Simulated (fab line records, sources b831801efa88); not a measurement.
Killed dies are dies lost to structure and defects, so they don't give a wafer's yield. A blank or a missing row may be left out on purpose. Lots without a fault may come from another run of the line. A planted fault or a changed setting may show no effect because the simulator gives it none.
Which tool did it? | flow sky130 | 13 lots, 39 wafers sampled, at 2 steps of a route of 708

WHAT THE GAUGES READ, wafer by wafer
SKY_METAL4_CD_MEAS_13: target cd 300 nm.
lot  | measured     | on        | cd_nm (nm)
L608 | day 41 21:22 | cd_sem-01 | 300.8 301.0 299.7
L607 | day 42 01:34 | cd_sem-02 | 297.9 299.4 298.6
L609 | day 42 10:10 | cd_sem-02 | 301.6 301.1 302.1
L611 | day 43 19:32 | cd_sem-01 | 299.1 300.0 299.4
L614 | day 43 20:11 | cd_sem-02 | 301.9 302.0 302.6
L612 | day 43 21:13 | cd_sem-01 | 300.2 300.0 300.8
L613 | day 43 21:35 | cd_sem-01 | 298.0 299.1 300.4
L615 | day 44 02:11 | cd_sem-01 | 301.9 302.3 300.8
L616 | day 44 08:53 | cd_sem-01 | 302.1 301.7 302.6
L617 | day 44 15:10 | cd_sem-01 | 299.1 299.8 299.8
L622 | day 45 22:01 | cd_sem-01 | 297.6 298.2 297.7
L626 | day 47 05:38 | cd_sem-01 | 301.6 301.1 301.5
L630 | day 47 19:08 | cd_sem-01 | 301.2 299.8 300.5

SKY_METAL4_OVL_MEAS_14.
lot  | measured     | on         | METAL4_OVL (nm)
L608 | day 41 21:28 | overlay-02 | 3 -9 0
L607 | day 42 01:41 | overlay-02 | 2 -1 -2
L609 | day 42 10:17 | overlay-02 | -5 -3 2
L611 | day 43 19:40 | overlay-01 | 1 5 3
L614 | day 43 20:17 | overlay-01 | 0 4 4
L612 | day 43 21:18 | overlay-02 | 14 3 -3
L613 | day 43 21:43 | overlay-02 | 7 0 2
L615 | day 44 02:17 | overlay-02 | 11 5 13
L616 | day 44 08:59 | overlay-01 | 7 5 8
L617 | day 44 15:17 | overlay-02 | 1 -5 2
L622 | day 45 22:08 | overlay-02 | 4 0 -2
L626 | day 47 05:46 | overlay-02 | -6 -1 -5
L630 | day 47 19:16 | overlay-02 | 6 1 -2

WHICH TOOL RAN EACH LOT (tool, then ch and the chambers of the sampled wafers, then the start)
The record holds no process step before these readings.

WHAT THE TOOLS THEMSELVES READ (means of the sampled wafers that have a number; where no wafer has one, the mark that the record gives instead)
The record holds no such reading with a usual standard deviation.

THE ANSWER, worked out from the rows above alone
Rule: what is usual is taken from the lots themselves. Put in order of their means at a reading, lots are off if they are a third of the lots or fewer, leave a main group of 4 or more, and stand apart from it by a gap of 3 or more times the standard deviation of the main group's means; of several such gaps the widest counts. A main group whose means are all the same, to the digits that the tables above print for the reading, isn't used. A lot without any number at a reading at which 4 lots or more have one is off too. The other lots that the step has rows for count as sound. The gauges are gone through in route order, then the tools' own readings, and for those a lot's mean is taken as printed above. The first step at which some lot is off is used, and at that step the reading that is off furthest; a lot without a number counts as furthest.
No lot is off at any reading shown: from this, nothing can be told.

WHAT THE SIMULATOR HAD PUT IN
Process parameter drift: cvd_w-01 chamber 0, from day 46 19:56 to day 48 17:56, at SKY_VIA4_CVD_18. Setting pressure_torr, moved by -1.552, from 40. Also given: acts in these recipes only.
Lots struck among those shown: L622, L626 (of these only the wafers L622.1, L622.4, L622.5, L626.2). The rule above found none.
